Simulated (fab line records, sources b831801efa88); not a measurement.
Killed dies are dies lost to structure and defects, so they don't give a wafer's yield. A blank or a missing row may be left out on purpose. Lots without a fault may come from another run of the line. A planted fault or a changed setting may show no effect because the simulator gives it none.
Which tool did it? | flow gf180mcu | 14 lots, 42 wafers sampled, at 3 steps of a route of 602

WHAT THE GAUGES READ, wafer by wafer
GF_POLY_GATE_THK_MEAS_17.
lot  | measured     | on            | POLY_GATE_OXIDATION_THK (nm)
L754 | day 9 06:26  | film_metro-02 | 3.92 3.96 4.10
L756 | day 9 18:23  | film_metro-04 | 3.79 3.67 3.75
L758 | day 10 07:50 | film_metro-02 | 3.99 3.97 4.00
L759 | day 10 15:31 | film_metro-04 | 3.96 3.90 3.89
L760 | day 11 03:29 | film_metro-02 | 3.94 3.87 3.91
L761 | day 11 07:18 | film_metro-02 | 3.95 3.94 3.94
L763 | day 11 23:47 | film_metro-04 | 4.11 3.97 3.96
L767 | day 13 00:31 | film_metro-02 | 4.17 4.14 4.12
L770 | day 13 20:24 | film_metro-01 | 4.08 4.13 4.04
L771 | day 14 15:47 | film_metro-01 | 3.94 3.97 3.89
L772 | day 15 01:46 | film_metro-01 | 3.91 3.93 4.01
L774 | day 15 14:23 | film_metro-01 | 3.96 4.06 4.01
L775 | day 15 19:41 | film_metro-01 | 4.08 4.15 4.11
L777 | day 16 10:06 | film_metro-01 | 3.91 3.93 3.85

GF_HV_LDD_OVL_MEAS_08.
lot  | measured     | on         | HV_LDD_OVL (nm)
L754 | day 10 02:32 | overlay-01 | -2.0 -2.4 -3.1
L756 | day 10 09:32 | overlay-01 | -1.0 -1.3 -2.3
L758 | day 11 01:44 | overlay-01 | -1.5 -2.4 0.0
L759 | day 11 09:33 | overlay-02 | -2.4 -2.0 -1.9
L760 | day 11 22:11 | overlay-02 | -0.3 -1.2 -1.8
L761 | day 12 01:50 | overlay-01 | 0.7 -0.2 0.7
L763 | day 12 20:01 | overlay-01 | -0.3 0.4 0.1
L767 | day 13 21:08 | overlay-01 | -1.2 0.9 1.7
L770 | day 14 17:20 | overlay-01 | -3.5 -3.2 -0.9
L771 | day 15 13:26 | overlay-01 | -2.8 -3.7 -4.0
L772 | day 15 22:44 | overlay-01 | 0.0 0.3 -2.1
L774 | day 16 12:59 | overlay-01 | -1.2 -1.8 -0.7
L775 | day 16 17:56 | overlay-01 | -0.6 -2.0 0.3
L777 | day 17 09:20 | overlay-02 | -0.7 -2.9 -2.0

GF_HV_LDD_TW_MEAS_23.
lot  | measured     | on            | HV_LDD_2_TW
L754 | day 10 20:29 | film_metro-03 | 1069 1068 1069
L756 | day 11 04:52 | film_metro-01 | 1065 1067 1063
L758 | day 11 20:56 | film_metro-03 | 1061 1065 1063
L759 | day 12 05:32 | film_metro-04 | 1077 1076 1072
L760 | day 12 18:01 | film_metro-03 | 1060 1060 1067
L761 | day 12 21:53 | film_metro-01 | 1071 1062 1066
L763 | day 13 16:07 | film_metro-01 | 1069 1069 1066
L767 | day 14 18:37 | film_metro-01 | 1053 1059 1055
L770 | day 15 15:40 | film_metro-03 | 1063 1067 1069
L771 | day 16 12:40 | film_metro-04 | 1071 1072 1068
L772 | day 16 21:43 | film_metro-04 | 1077 1069 1071
L774 | day 17 11:49 | film_metro-01 | 1063 1061 1063
L775 | day 17 16:49 | film_metro-04 | 1068 1072 1075
L777 | day 18 09:02 | film_metro-01 | 1049 1055 1053

WHICH TOOL RAN EACH LOT (tool, then ch and the chambers of the sampled wafers, then the start)
The record holds no process step before these readings.

WHAT THE TOOLS THEMSELVES READ (means of the sampled wafers that have a number; where no wafer has one, the mark that the record gives instead)
The record holds no such reading with a usual standard deviation.

THE ANSWER, worked out from the rows above alone
Rule: what is usual is taken from the lots themselves. Put in order of their means at a reading, lots are off if they are a third of the lots or fewer, leave a main group of 4 or more, and stand apart from it by a gap of 3 or more times the standard deviation of the main group's means; of several such gaps the widest counts. A main group whose means are all the same, to the digits that the tables above print for the reading, isn't used. A lot without any number at a reading at which 4 lots or more have one is off too. The other lots that the step has rows for count as sound. The gauges are gone through in route order, then the tools' own readings, and for those a lot's mean is taken as printed above. The first step at which some lot is off is used, and at that step the reading that is off furthest; a lot without a number counts as furthest.
No lot is off at any reading shown: from this, nothing can be told.

WHAT THE SIMULATOR HAD PUT IN
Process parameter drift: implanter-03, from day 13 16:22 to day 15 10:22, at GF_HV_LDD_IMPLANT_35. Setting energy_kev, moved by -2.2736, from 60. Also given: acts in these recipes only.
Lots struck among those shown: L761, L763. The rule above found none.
